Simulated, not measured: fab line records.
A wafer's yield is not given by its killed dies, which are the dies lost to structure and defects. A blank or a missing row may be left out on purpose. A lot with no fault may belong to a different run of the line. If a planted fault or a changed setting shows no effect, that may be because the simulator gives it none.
fab line records :: flow sky130
[record]
  lots = 12
  wafers = 36
  last_day = 49
route steps=708 shown VIA1@479 VIA4@659 PASSIVATION@684 PAD_OPEN@707
lots with no fault: from the same line, run without faults
start_h: the number of hours between the record's first day and the start of the first shown wafer of the lot :: wait_h: time in hours since the lot's previous step :: " as in the row above :: L1.1+2: several wafers, shown together as one row :: - no value present, or no start provided :: * or withheld: withheld :: < > ~ a bound
route shown NAME@n: a module of which the file shows steps, and the number in the route of the first :: usual: mean/standard deviation of fault-free wafers :: same: alike in all rows :: chamber/n: place in a boat :: sites: readings site by site :: _std_site: standard deviation across them :: _edge_site: mean of outer sites minus mean of inner sites :: radius_mm: for every site, how far away it sits from the centre of the wafer :: mask NAME#n: copy n :: behind: tool/chamber where the wafer was last shaped :: hold: why the lot went on hold/how many hours it stayed there/how the hold came to an end :: device: transistor that didn't switch, given as n, p or np :: end of line: the route-end tests of the same wafers :: for a step that has no rows: nothing shown but its recipe :: killed: count of dies lost to structure and defects at first sort (not the wafer's yield) :: map: dies across one wafer; x = killed, . = not, _ = none there
set.NAME: the setting the step ran with; set.NAME@STEP: the setting that earlier step ran with :: model.NAME: the simulator's own value behind a step, which no gauge read
steps of the route over a sample of lots; a table a step, a row a wafer
services: when a tool's chamber went out of use (start_h, in hours from the record's first day, below 0 if earlier), for how many hours, and the reason
[[steps]]
[step SKY_VIA1_CVD_21]
[recipe]
  material = W
  target_thk_nm = 270
  time_s = 80.902
  temp_c = 400
  pressure_torr = 40
[usual]
  heater_power_w = 920/56
lot.wafer: L478.3
tool: cvd_w-01
chamber: 1
start_h: 808.29
wait_h: 0.1
heater_power_w: 885

lot.wafer: L478.4
tool: cvd_w-01
chamber: 0
start_h: 808.29
wait_h: 0.1
heater_power_w: 944

lot.wafer: L478.6
tool: cvd_w-01
chamber: 1
start_h: 808.29
wait_h: 0.1
heater_power_w: 892

lot.wafer: L480.1
tool: cvd_w-01
chamber: 0
start_h: 816.16
wait_h: 0.0
heater_power_w: 956

lot.wafer: L480.2
tool: cvd_w-01
chamber: 1
start_h: 816.16
wait_h: 0.0
heater_power_w: 885

lot.wafer: L480.3
tool: cvd_w-01
chamber: 0
start_h: 816.16
wait_h: 0.0
heater_power_w: 973

lot.wafer: L479.1
tool: cvd_w-01
chamber: 1
start_h: 817.60
wait_h: 0.0
heater_power_w: 899

lot.wafer: L479.3
tool: cvd_w-01
chamber: 0
start_h: 817.60
wait_h: 0.0
heater_power_w: 940

lot.wafer: L479.5
tool: cvd_w-01
chamber: 0
start_h: 817.60
wait_h: 0.0
heater_power_w: 954

lot.wafer: L481.3
tool: cvd_w-01
chamber: 1
start_h: 822.51
wait_h: 0.1
heater_power_w: 879

lot.wafer: L481.4
tool: cvd_w-01
chamber: 0
start_h: 822.51
wait_h: 0.1
heater_power_w: 959

lot.wafer: L481.5
tool: cvd_w-01
chamber: 0
start_h: 822.51
wait_h: 0.1
heater_power_w: 951

lot.wafer: L483.3
tool: cvd_w-01
chamber: 1
start_h: 832.38
wait_h: 0.1
heater_power_w: 902

lot.wafer: L483.5
tool: cvd_w-01
chamber: 1
start_h: 832.38
wait_h: 0.1
heater_power_w: 897

lot.wafer: L483.6
tool: cvd_w-01
chamber: 0
start_h: 832.38
wait_h: 0.1
heater_power_w: 959

lot.wafer: L485.2
tool: cvd_w-01
chamber: 0
start_h: 847.14
wait_h: 0.0
heater_power_w: 972

lot.wafer: L485.3
tool: cvd_w-01
chamber: 0
start_h: 847.14
wait_h: 0.0
heater_power_w: 954

lot.wafer: L485.6
tool: cvd_w-01
chamber: 0
start_h: 847.14
wait_h: 0.0
heater_power_w: 940

lot.wafer: L487.1
tool: cvd_w-02
chamber: 0
start_h: 862.96
wait_h: 0.0
heater_power_w: 910

lot.wafer: L487.3
tool: cvd_w-02
chamber: 0
start_h: 862.96
wait_h: 0.0
heater_power_w: 918

lot.wafer: L487.4
tool: cvd_w-02
chamber: 1
start_h: 862.96
wait_h: 0.0
heater_power_w: 1004

lot.wafer: L488.4
tool: cvd_w-02
chamber: 0
start_h: 872.54
wait_h: 0.1
heater_power_w: 915

lot.wafer: L488.5
tool: cvd_w-02
chamber: 1
start_h: 872.54
wait_h: 0.1
heater_power_w: 1018

lot.wafer: L488.6
tool: cvd_w-02
chamber: 0
start_h: 872.54
wait_h: 0.1
heater_power_w: 935

lot.wafer: L489.1
tool: cvd_w-02
chamber: 0
start_h: 881.66
wait_h: 0.0
heater_power_w: 916

lot.wafer: L489.2
tool: cvd_w-02
chamber: 1
start_h: 881.66
wait_h: 0.0
heater_power_w: 1003

lot.wafer: L489.3
tool: cvd_w-02
chamber: 1
start_h: 881.66
wait_h: 0.0
heater_power_w: 994

lot.wafer: L492.2
tool: cvd_w-02
chamber: 1
start_h: 895.19
wait_h: 0.0
heater_power_w: 993

lot.wafer: L492.3
tool: cvd_w-02
chamber: 0
start_h: 895.19
wait_h: 0.0
heater_power_w: 928

lot.wafer: L492.5
tool: cvd_w-02
chamber: 0
start_h: 895.19
wait_h: 0.0
heater_power_w: 942

lot.wafer: L494.1
tool: cvd_w-02
chamber: 1
start_h: 912.57
wait_h: 0.0
heater_power_w: 1007

lot.wafer: L494.3
tool: cvd_w-02
chamber: 0
start_h: 912.57
wait_h: 0.0
heater_power_w: 940

lot.wafer: L494.5
tool: cvd_w-02
chamber: 0
start_h: 912.57
wait_h: 0.0
heater_power_w: 929

lot.wafer: L495.2
tool: cvd_w-02
chamber: 1
start_h: 913.43
wait_h: 0.0
heater_power_w: 1019

lot.wafer: L495.5
tool: cvd_w-02
chamber: 1
start_h: 913.43
wait_h: 0.0
heater_power_w: 1020

lot.wafer: L495.6
tool: cvd_w-02
chamber: 0
start_h: 913.43
wait_h: 0.0
heater_power_w: 924
[step SKY_VIA4_THK_MEAS_20]
[recipe]
  thk_meas_gauge = xrf
  reads = W_of_VIA4_CVD_18
[usual]
  VIA4_W_THK = 489/7.5
lot.wafer: L478.3
tool: film_metro-04
chamber: -
start_h: 1021.36
wait_h: 0.1
VIA4_W_THK[nm]: 483

lot.wafer: L478.4
tool: film_metro-04
chamber: -
start_h: 1021.36
wait_h: 0.1
VIA4_W_THK[nm]: 488

lot.wafer: L478.6
tool: film_metro-04
chamber: -
start_h: 1021.36
wait_h: 0.1
VIA4_W_THK[nm]: 483

lot.wafer: L480.1
tool: film_metro-01
chamber: -
start_h: 1025.25
wait_h: 0.1
VIA4_W_THK[nm]: 483

lot.wafer: L480.2
tool: film_metro-01
chamber: -
start_h: 1025.25
wait_h: 0.1
VIA4_W_THK[nm]: 491

lot.wafer: L480.3
tool: film_metro-01
chamber: -
start_h: 1025.25
wait_h: 0.1
VIA4_W_THK[nm]: 500

lot.wafer: L479.1
tool: film_metro-01
chamber: -
start_h: 1027.51
wait_h: 0.1
VIA4_W_THK[nm]: 491

lot.wafer: L479.3
tool: film_metro-01
chamber: -
start_h: 1027.51
wait_h: 0.1
VIA4_W_THK[nm]: 488

lot.wafer: L479.5
tool: film_metro-01
chamber: -
start_h: 1027.51
wait_h: 0.1
VIA4_W_THK[nm]: 485

lot.wafer: L481.3
tool: film_metro-02
chamber: -
start_h: 1029.88
wait_h: 0.1
VIA4_W_THK[nm]: 491

lot.wafer: L481.4
tool: film_metro-02
chamber: -
start_h: 1029.88
wait_h: 0.1
VIA4_W_THK[nm]: 492

lot.wafer: L481.5
tool: film_metro-02
chamber: -
start_h: 1029.88
wait_h: 0.1
VIA4_W_THK[nm]: 497

lot.wafer: L483.3
tool: film_metro-04
chamber: -
start_h: 1039.51
wait_h: 0.1
VIA4_W_THK[nm]: 491

lot.wafer: L483.5
tool: film_metro-04
chamber: -
start_h: 1039.51
wait_h: 0.1
VIA4_W_THK[nm]: 496

lot.wafer: L483.6
tool: film_metro-04
chamber: -
start_h: 1039.51
wait_h: 0.1
VIA4_W_THK[nm]: 493

lot.wafer: L485.2
tool: film_metro-01
chamber: -
start_h: 1051.63
wait_h: 0.1
VIA4_W_THK[nm]: 493

lot.wafer: L485.3
tool: film_metro-01
chamber: -
start_h: 1051.63
wait_h: 0.1
VIA4_W_THK[nm]: 493

lot.wafer: L485.6
tool: film_metro-01
chamber: -
start_h: 1051.63
wait_h: 0.1
VIA4_W_THK[nm]: 500

lot.wafer: L487.1
tool: film_metro-01
chamber: -
start_h: 1066.35
wait_h: 0.1
VIA4_W_THK[nm]: 486

lot.wafer: L487.3
tool: film_metro-01
chamber: -
start_h: 1066.35
wait_h: 0.1
VIA4_W_THK[nm]: 482

lot.wafer: L487.4
tool: film_metro-01
chamber: -
start_h: 1066.35
wait_h: 0.1
VIA4_W_THK[nm]: 487

lot.wafer: L488.4
tool: film_metro-02
chamber: -
start_h: 1074.22
wait_h: 0.1
VIA4_W_THK[nm]: 496

lot.wafer: L488.5
tool: film_metro-02
chamber: -
start_h: 1074.22
wait_h: 0.1
VIA4_W_THK[nm]: 497

lot.wafer: L488.6
tool: film_metro-02
chamber: -
start_h: 1074.22
wait_h: 0.1
VIA4_W_THK[nm]: 498

lot.wafer: L489.1
tool: film_metro-02
chamber: -
start_h: 1081.74
wait_h: 0.1
VIA4_W_THK[nm]: 503

lot.wafer: L489.2
tool: film_metro-02
chamber: -
start_h: 1081.74
wait_h: 0.1
VIA4_W_THK[nm]: 483

lot.wafer: L489.3
tool: film_metro-02
chamber: -
start_h: 1081.74
wait_h: 0.1
VIA4_W_THK[nm]: 487

lot.wafer: L492.2
tool: film_metro-01
chamber: -
start_h: 1092.43
wait_h: 0.1
VIA4_W_THK[nm]: 476

lot.wafer: L492.3
tool: film_metro-01
chamber: -
start_h: 1092.43
wait_h: 0.1
VIA4_W_THK[nm]: 477

lot.wafer: L492.5
tool: film_metro-01
chamber: -
start_h: 1092.43
wait_h: 0.1
VIA4_W_THK[nm]: 482

lot.wafer: L494.1
tool: film_metro-02
chamber: -
start_h: 1107.01
wait_h: 0.1
VIA4_W_THK[nm]: 474

lot.wafer: L494.3
tool: film_metro-02
chamber: -
start_h: 1107.01
wait_h: 0.1
VIA4_W_THK[nm]: 485

lot.wafer: L494.5
tool: film_metro-02
chamber: -
start_h: 1107.01
wait_h: 0.1
VIA4_W_THK[nm]: 479

lot.wafer: L495.2
tool: film_metro-04
chamber: -
start_h: 1107.27
wait_h: 0.1
VIA4_W_THK[nm]: 484

lot.wafer: L495.5
tool: film_metro-04
chamber: -
start_h: 1107.27
wait_h: 0.1
VIA4_W_THK[nm]: 486

lot.wafer: L495.6
tool: film_metro-04
chamber: -
start_h: 1107.27
wait_h: 0.1
VIA4_W_THK[nm]: 488
[step SKY_PASSIVATION_THK_MEAS_03]
[recipe]
  reads = Si3N4_of_PASSIVATION_CVD_02
[usual]
  PASSIVATION_CVD_02_THK = 542/8
lot.wafer: L478.3
tool: film_metro-03
chamber: -
start_h: 1045.13
wait_h: -
PASSIVATION_CVD_02_THK[nm]: 536

lot.wafer: L478.4
tool: film_metro-03
chamber: -
start_h: 1045.13
wait_h: -
PASSIVATION_CVD_02_THK[nm]: 556

lot.wafer: L478.6
tool: film_metro-03
chamber: -
start_h: 1045.13
wait_h: -
PASSIVATION_CVD_02_THK[nm]: 542

lot.wafer: L480.1
tool: film_metro-03
chamber: -
start_h: 1049.58
wait_h: -
PASSIVATION_CVD_02_THK[nm]: 546

lot.wafer: L480.2
tool: film_metro-03
chamber: -
start_h: 1049.58
wait_h: -
PASSIVATION_CVD_02_THK[nm]: 533

lot.wafer: L480.3
tool: film_metro-03
chamber: -
start_h: 1049.58
wait_h: -
PASSIVATION_CVD_02_THK[nm]: 549

lot.wafer: L479.1
tool: film_metro-04
chamber: -
start_h: 1051.64
wait_h: -
PASSIVATION_CVD_02_THK[nm]: 534

lot.wafer: L479.3
tool: film_metro-04
chamber: -
start_h: 1051.64
wait_h: -
PASSIVATION_CVD_02_THK[nm]: 536

lot.wafer: L479.5
tool: film_metro-04
chamber: -
start_h: 1051.64
wait_h: -
PASSIVATION_CVD_02_THK[nm]: 549

lot.wafer: L481.3
tool: film_metro-03
chamber: -
start_h: 1053.75
wait_h: -
PASSIVATION_CVD_02_THK[nm]: 538

lot.wafer: L481.4
tool: film_metro-03
chamber: -
start_h: 1053.75
wait_h: -
PASSIVATION_CVD_02_THK[nm]: 547

lot.wafer: L481.5
tool: film_metro-03
chamber: -
start_h: 1053.75
wait_h: -
PASSIVATION_CVD_02_THK[nm]: 536

lot.wafer: L483.3
tool: film_metro-03
chamber: -
start_h: 1063.34
wait_h: -
PASSIVATION_CVD_02_THK[nm]: 541

lot.wafer: L483.5
tool: film_metro-03
chamber: -
start_h: 1063.34
wait_h: -
PASSIVATION_CVD_02_THK[nm]: 558

lot.wafer: L483.6
tool: film_metro-03
chamber: -
start_h: 1063.34
wait_h: -
PASSIVATION_CVD_02_THK[nm]: 544

lot.wafer: L485.2
tool: film_metro-04
chamber: -
start_h: 1075.30
wait_h: -
PASSIVATION_CVD_02_THK[nm]: 545

lot.wafer: L485.3
tool: film_metro-04
chamber: -
start_h: 1075.30
wait_h: -
PASSIVATION_CVD_02_THK[nm]: 537

lot.wafer: L485.6
tool: film_metro-04
chamber: -
start_h: 1075.30
wait_h: -
PASSIVATION_CVD_02_THK[nm]: 544

lot.wafer: L487.1
tool: film_metro-04
chamber: -
start_h: 1089.10
wait_h: -
PASSIVATION_CVD_02_THK[nm]: 534

lot.wafer: L487.3
tool: film_metro-04
chamber: -
start_h: 1089.10
wait_h: -
PASSIVATION_CVD_02_THK[nm]: 549

lot.wafer: L487.4
tool: film_metro-04
chamber: -
start_h: 1089.10
wait_h: -
PASSIVATION_CVD_02_THK[nm]: 542

lot.wafer: L488.4
tool: film_metro-01
chamber: -
start_h: 1097.86
wait_h: -
PASSIVATION_CVD_02_THK[nm]: 543

lot.wafer: L488.5
tool: film_metro-01
chamber: -
start_h: 1097.86
wait_h: -
PASSIVATION_CVD_02_THK[nm]: 565

lot.wafer: L488.6
tool: film_metro-01
chamber: -
start_h: 1097.86
wait_h: -
PASSIVATION_CVD_02_THK[nm]: 543

lot.wafer: L489.1
tool: film_metro-03
chamber: -
start_h: 1104.43
wait_h: -
PASSIVATION_CVD_02_THK[nm]: 532

lot.wafer: L489.2
tool: film_metro-03
chamber: -
start_h: 1104.43
wait_h: -
PASSIVATION_CVD_02_THK[nm]: 553

lot.wafer: L489.3
tool: film_metro-03
chamber: -
start_h: 1104.43
wait_h: -
PASSIVATION_CVD_02_THK[nm]: 547

lot.wafer: L492.2
tool: film_metro-03
chamber: -
start_h: 1114.49
wait_h: -
PASSIVATION_CVD_02_THK[nm]: 536

lot.wafer: L492.3
tool: film_metro-03
chamber: -
start_h: 1114.49
wait_h: -
PASSIVATION_CVD_02_THK[nm]: 548

lot.wafer: L492.5
tool: film_metro-03
chamber: -
start_h: 1114.49
wait_h: -
PASSIVATION_CVD_02_THK[nm]: 542

lot.wafer: L494.1
tool: film_metro-01
chamber: -
start_h: 1128.65
wait_h: -
PASSIVATION_CVD_02_THK[nm]: 534

lot.wafer: L494.3
tool: film_metro-01
chamber: -
start_h: 1128.65
wait_h: -
PASSIVATION_CVD_02_THK[nm]: 533

lot.wafer: L494.5
tool: film_metro-01
chamber: -
start_h: 1128.65
wait_h: -
PASSIVATION_CVD_02_THK[nm]: 535

lot.wafer: L495.2
tool: film_metro-03
chamber: -
start_h: 1129.76
wait_h: -
PASSIVATION_CVD_02_THK[nm]: 543

lot.wafer: L495.5
tool: film_metro-03
chamber: -
start_h: 1129.76
wait_h: -
PASSIVATION_CVD_02_THK[nm]: 532

lot.wafer: L495.6
tool: film_metro-03
chamber: -
start_h: 1129.76
wait_h: -
PASSIVATION_CVD_02_THK[nm]: 544
[step SKY_PAD_OPEN_BOW_MEAS_13]
[recipe]
  mode = bow
[usual]
  PAD_OPEN_BOW = 46/8.7
lot.wafer: L478.3
tool: film_metro-02
chamber: -
start_h: 1090.83
wait_h: -
PAD_OPEN_BOW[um]: 33

lot.wafer: L478.4
tool: film_metro-02
chamber: -
start_h: 1090.83
wait_h: -
PAD_OPEN_BOW[um]: 49

lot.wafer: L478.6
tool: film_metro-02
chamber: -
start_h: 1090.83
wait_h: -
PAD_OPEN_BOW[um]: 41

lot.wafer: L480.1
tool: film_metro-02
chamber: -
start_h: 1093.91
wait_h: -
PAD_OPEN_BOW[um]: 33

lot.wafer: L480.2
tool: film_metro-02
chamber: -
start_h: 1093.91
wait_h: -
PAD_OPEN_BOW[um]: 47

lot.wafer: L480.3
tool: film_metro-02
chamber: -
start_h: 1093.91
wait_h: -
PAD_OPEN_BOW[um]: 36

lot.wafer: L479.1
tool: film_metro-02
chamber: -
start_h: 1095.56
wait_h: -
PAD_OPEN_BOW[um]: 38

lot.wafer: L479.3
tool: film_metro-02
chamber: -
start_h: 1095.56
wait_h: -
PAD_OPEN_BOW[um]: 39

lot.wafer: L479.5
tool: film_metro-02
chamber: -
start_h: 1095.56
wait_h: -
PAD_OPEN_BOW[um]: 37

lot.wafer: L481.3
tool: film_metro-02
chamber: -
start_h: 1098.85
wait_h: -
PAD_OPEN_BOW[um]: 41

lot.wafer: L481.4
tool: film_metro-02
chamber: -
start_h: 1098.85
wait_h: -
PAD_OPEN_BOW[um]: 42

lot.wafer: L481.5
tool: film_metro-02
chamber: -
start_h: 1098.85
wait_h: -
PAD_OPEN_BOW[um]: 42

lot.wafer: L483.3
tool: film_metro-02
chamber: -
start_h: 1107.35
wait_h: -
PAD_OPEN_BOW[um]: 25

lot.wafer: L483.5
tool: film_metro-02
chamber: -
start_h: 1107.35
wait_h: -
PAD_OPEN_BOW[um]: 39

lot.wafer: L483.6
tool: film_metro-02
chamber: -
start_h: 1107.35
wait_h: -
PAD_OPEN_BOW[um]: 42

lot.wafer: L485.2
tool: film_metro-02
chamber: -
start_h: 1118.38
wait_h: -
PAD_OPEN_BOW[um]: 41

lot.wafer: L485.3
tool: film_metro-02
chamber: -
start_h: 1118.38
wait_h: -
PAD_OPEN_BOW[um]: 47

lot.wafer: L485.6
tool: film_metro-02
chamber: -
start_h: 1118.38
wait_h: -
PAD_OPEN_BOW[um]: 51

lot.wafer: L487.1
tool: film_metro-04
chamber: -
start_h: 1131.26
wait_h: -
PAD_OPEN_BOW[um]: 41

lot.wafer: L487.3
tool: film_metro-04
chamber: -
start_h: 1131.26
wait_h: -
PAD_OPEN_BOW[um]: 59

lot.wafer: L487.4
tool: film_metro-04
chamber: -
start_h: 1131.26
wait_h: -
PAD_OPEN_BOW[um]: 64

lot.wafer: L488.4
tool: film_metro-02
chamber: -
start_h: 1138.62
wait_h: -
PAD_OPEN_BOW[um]: 54

lot.wafer: L488.5
tool: film_metro-02
chamber: -
start_h: 1138.62
wait_h: -
PAD_OPEN_BOW[um]: 53

lot.wafer: L488.6
tool: film_metro-02
chamber: -
start_h: 1138.62
wait_h: -
PAD_OPEN_BOW[um]: 50

lot.wafer: L489.1
tool: film_metro-04
chamber: -
start_h: 1145.16
wait_h: -
PAD_OPEN_BOW[um]: 44

lot.wafer: L489.2
tool: film_metro-04
chamber: -
start_h: 1145.16
wait_h: -
PAD_OPEN_BOW[um]: 60

lot.wafer: L489.3
tool: film_metro-04
chamber: -
start_h: 1145.16
wait_h: -
PAD_OPEN_BOW[um]: 51

lot.wafer: L492.2
tool: film_metro-03
chamber: -
start_h: 1154.61
wait_h: -
PAD_OPEN_BOW[um]: 63

lot.wafer: L492.3
tool: film_metro-03
chamber: -
start_h: 1154.61
wait_h: -
PAD_OPEN_BOW[um]: 69

lot.wafer: L492.5
tool: film_metro-03
chamber: -
start_h: 1154.61
wait_h: -
PAD_OPEN_BOW[um]: 51

lot.wafer: L494.1
tool: film_metro-03
chamber: -
start_h: 1167.01
wait_h: -
PAD_OPEN_BOW[um]: 47

lot.wafer: L494.3
tool: film_metro-03
chamber: -
start_h: 1167.01
wait_h: -
PAD_OPEN_BOW[um]: 51

lot.wafer: L494.5
tool: film_metro-03
chamber: -
start_h: 1167.01
wait_h: -
PAD_OPEN_BOW[um]: 59

lot.wafer: L495.2
tool: film_metro-02
chamber: -
start_h: 1168.38
wait_h: -
PAD_OPEN_BOW[um]: 42

lot.wafer: L495.5
tool: film_metro-02
chamber: -
start_h: 1168.38
wait_h: -
PAD_OPEN_BOW[um]: 42

lot.wafer: L495.6
tool: film_metro-02
chamber: -
start_h: 1168.38
wait_h: -
PAD_OPEN_BOW[um]: 53
[step SKY_PAD_OPEN_PROBE_99]
[usual]
  defect_limited_yield = 82.4/2
  killed_at_M0_to_M3 = 42/6.8
  killed_at_M4_up = 3.4/1.8
  killed_at_contacts = 25/5.7
  killed_at_front_end = 16/4.8
  killed_at_other = 0.2/0.39
  killed_dies = 87/9.6
  killed_open = 47/6.9
  killed_short = 40/6.3
  sort_bin_3_pad_short = 0.9/0.45
  sort_bin_5_function = 10.4/1.5
  sort_bin_6_memory = 6.3/1.1
  sort_n_pass = 405/9.6
  sort_yield_pct = 82.4/2
[same]
  gross_dies = 492
  killed_at_back_side = 0
  sort_bin_4_leakage[%] = 0
  sort_bin_8_speed[%] = 0
lot.wafer: L481.3
tool: prober-02
chamber: -
start_h: 1099.03
wait_h: 0.2
defect_limited_yield[%]: 82.7
killed_at_M0_to_M3: 31
killed_at_M4_up: 3
killed_at_contacts: 29
killed_at_front_end: 22
killed_at_other: 0
killed_dies: 85
killed_open: 49
killed_short: 36
sort_bin_3_pad_short[%]: 0.8
sort_bin_5_function[%]: 9.8
sort_bin_6_memory[%]: 6.7
sort_n_pass: 407
sort_yield_pct[%]: 82.7

lot.wafer: L481.4
tool: prober-02
chamber: -
start_h: 1099.08
wait_h: 0.2
defect_limited_yield[%]: 73.0
killed_at_M0_to_M3: 98
killed_at_M4_up: 2
killed_at_contacts: 19
killed_at_front_end: 14
killed_at_other: 0
killed_dies: 133
killed_open: 41
killed_short: 41
sort_bin_3_pad_short[%]: 2.8
sort_bin_5_function[%]: 15.9
sort_bin_6_memory[%]: 8.3
sort_n_pass: 359
sort_yield_pct[%]: 73.0

lot.wafer: L481.5
tool: prober-02
chamber: -
start_h: 1099.13
wait_h: 0.2
defect_limited_yield[%]: 74.2
killed_at_M0_to_M3: 94
killed_at_M4_up: 4
killed_at_contacts: 16
killed_at_front_end: 13
killed_at_other: 0
killed_dies: 127
killed_open: 45
killed_short: 33
sort_bin_3_pad_short[%]: 2.4
sort_bin_5_function[%]: 16.9
sort_bin_6_memory[%]: 6.5
sort_n_pass: 365
sort_yield_pct[%]: 74.2

lot.wafer: L483.3
tool: prober-01
chamber: -
start_h: 1107.53
wait_h: 0.2
defect_limited_yield[%]: 83.5
killed_at_M0_to_M3: 36
killed_at_M4_up: 3
killed_at_contacts: 23
killed_at_front_end: 19
killed_at_other: 0
killed_dies: 81
killed_open: 40
killed_short: 41
sort_bin_3_pad_short[%]: 1.2
sort_bin_5_function[%]: 10.4
sort_bin_6_memory[%]: 4.9
sort_n_pass: 411
sort_yield_pct[%]: 83.5

lot.wafer: L483.5
tool: prober-01
chamber: -
start_h: 1107.63
wait_h: 0.2
defect_limited_yield[%]: 82.3
killed_at_M0_to_M3: 39
killed_at_M4_up: 7
killed_at_contacts: 19
killed_at_front_end: 21
killed_at_other: 1
killed_dies: 87
killed_open: 41
killed_short: 46
sort_bin_3_pad_short[%]: 0.6
sort_bin_5_function[%]: 11.6
sort_bin_6_memory[%]: 5.5
sort_n_pass: 405
sort_yield_pct[%]: 82.3

lot.wafer: L483.6
tool: prober-01
chamber: -
start_h: 1107.68
wait_h: 0.2
defect_limited_yield[%]: 76.2
killed_at_M0_to_M3: 90
killed_at_M4_up: 3
killed_at_contacts: 14
killed_at_front_end: 10
killed_at_other: 0
killed_dies: 117
killed_open: 31
killed_short: 36
sort_bin_3_pad_short[%]: 3.0
sort_bin_5_function[%]: 15.0
sort_bin_6_memory[%]: 5.7
sort_n_pass: 375
sort_yield_pct[%]: 76.2

lot.wafer: L485.2
tool: prober-02
chamber: -
start_h: 1118.53
wait_h: 0.1
defect_limited_yield[%]: 73.8
killed_at_M0_to_M3: 90
killed_at_M4_up: 2
killed_at_contacts: 27
killed_at_front_end: 10
killed_at_other: 0
killed_dies: 129
killed_open: 39
killed_short: 37
sort_bin_3_pad_short[%]: 1.8
sort_bin_5_function[%]: 16.5
sort_bin_6_memory[%]: 7.9
sort_n_pass: 363
sort_yield_pct[%]: 73.8

lot.wafer: L485.3
tool: prober-02
chamber: -
start_h: 1118.58
wait_h: 0.2
defect_limited_yield[%]: 76.8
killed_at_M0_to_M3: 74
killed_at_M4_up: 3
killed_at_contacts: 19
killed_at_front_end: 18
killed_at_other: 0
killed_dies: 114
killed_open: 36
killed_short: 31
sort_bin_3_pad_short[%]: 2.6
sort_bin_5_function[%]: 12.8
sort_bin_6_memory[%]: 7.7
sort_n_pass: 378
sort_yield_pct[%]: 76.8

lot.wafer: L485.6
tool: prober-02
chamber: -
start_h: 1118.73
wait_h: 0.2
defect_limited_yield[%]: 70.5
killed_at_M0_to_M3: 95
killed_at_M4_up: 2
killed_at_contacts: 25
killed_at_front_end: 23
killed_at_other: 0
killed_dies: 145
killed_open: 59
killed_short: 31
sort_bin_3_pad_short[%]: 2.2
sort_bin_5_function[%]: 18.9
sort_bin_6_memory[%]: 8.3
sort_n_pass: 347
sort_yield_pct[%]: 70.5
// killed by level:class
L481.3 CONTACT:geometric_particle:open=12 VIA3:geometric_particle:open=8 METAL2:geometric_particle:short=7 FIELD_ISO:geometric_particle:open=6 LI_CONTACT:geometric_particle:open=6 FIELD_ISO:geometric_particle:short=5 LOCAL_INTERCONNECT:geometric_particle:short=5 VIA1:geometric_particle:open=5
L481.4 VIA1:unspecified=51 VIA2:geometric_particle:short=9 VIA1:geometric_particle:open=8 VIA3:geometric_particle:open=8 VIA2:geometric_particle:open=6 LI_CONTACT:geometric_particle:open=5 POLY_GATE:geometric_particle:open=4 LOCAL_INTERCONNECT:geometric_particle:short=4
L481.5 VIA1:unspecified=49 VIA1:geometric_particle:open=10 VIA3:geometric_particle:open=7 CONTACT:geometric_particle:open=6 METAL2:geometric_particle:short=6 VIA2:geometric_particle:open=6 FIELD_ISO:geometric_particle:open=4 METAL3:geometric_particle:short=4
L483.3 VIA1:geometric_particle:open=11 METAL1:geometric_particle:short=8 CONTACT:geometric_particle:open=8 POLY_GATE:geometric_particle:short=6 LOCAL_INTERCONNECT:geometric_particle:short=5 CONTACT:geometric_particle:short=5 FIELD_ISO:geometric_particle:short=4 POLY_GATE:geometric_particle:open=4
L483.5 FIELD_ISO:geometric_particle:open=7 METAL4:geometric_particle:short=7 LI_CONTACT:geometric_particle:open=7 FIELD_ISO:geometric_particle:short=6 METAL1:geometric_particle:short=6 VIA1:geometric_particle:open=6 VIA3:geometric_particle:open=6 CONTACT:geometric_particle:open=5
L483.6 VIA1:unspecified=50 VIA1:geometric_particle:open=8 METAL1:geometric_particle:short=6 VIA2:geometric_particle:open=6 VIA3:geometric_particle:short=5 POLY_GATE:geometric_particle:open=4 CONTACT:geometric_particle:short=4 VIA3:geometric_particle:open=4
L485.2 VIA1:unspecified=53 CONTACT:geometric_particle:open=11 VIA1:geometric_particle:open=8 CONTACT:geometric_particle:short=7 LOCAL_INTERCONNECT:geometric_particle:short=6 VIA2:geometric_particle:open=5 METAL1:geometric_particle:short=4 VIA2:geometric_particle:short=4
L485.3 VIA1:unspecified=47 CONTACT:geometric_particle:open=9 FIELD_ISO:geometric_particle:open=7 VIA1:geometric_particle:open=7 POLY_GATE:geometric_particle:short=5 LI_CONTACT:geometric_particle:open=4 VIA1:geometric_particle:short=4 CONTACT:geometric_particle:short=4
L485.6 VIA1:unspecified=55 CONTACT:geometric_particle:open=11 VIA3:geometric_particle:open=10 VIA1:geometric_particle:open=9 FIELD_ISO:geometric_particle:open=7 VIA2:geometric_particle:open=7 POLY_GATE:geometric_particle:short=6 LI_CONTACT:geometric_particle:open=5
[[services]]
tool: cvd_w-01
chamber: 1
start_h: 789.14
hours: 8.0
kind: repair

tool: cvd_w-01
chamber: -
start_h: 812.46
hours: 0.5
kind: repair

tool: cvd_w-02
chamber: 1
start_h: 852.98
hours: 2.5
kind: repair

tool: cvd_w-01
chamber: -
start_h: 904.00
hours: 14.0
kind: pm

tool: cvd_w-01
chamber: 0
start_h: 904.00
hours: 14.0
kind: vent_cycle

tool: cvd_w-01
chamber: 1
start_h: 904.00
hours: 14.0
kind: vent_cycle
[[key]]
[first_sign]
  step = SKY_PAD_OPEN_PROBE_99
  reading = killed_at_M0_to_M3
  direction = up
  sigmas = 7.1
  usual = 42
  struck = 90
[effect]
  step = SKY_PAD_OPEN_PROBE_99
  reading = defect_limited_yield
  direction = down
  sigmas = 4.3
  usual = 82.4
  struck = 74.1
met_at SKY_VIA1_CVD_21
struck_lots L481,L483,L485
struck_wafers L481.4,L481.5,L483.6,L485.2,L485.3,L485.6
not_acting_at SKY_VIA4_THK_MEAS_20,SKY_PASSIVATION_THK_MEAS_03,SKY_PAD_OPEN_BOW_MEAS_13
onset_between 817.60 822.51
[fault]
  kind = chamber_particle_source
  tool = cvd_w-01
  chamber = 0
  onset_h = 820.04
  steps = SKY_VIA1_CVD_21
  rate_per_visit_cm2 = 0.65411
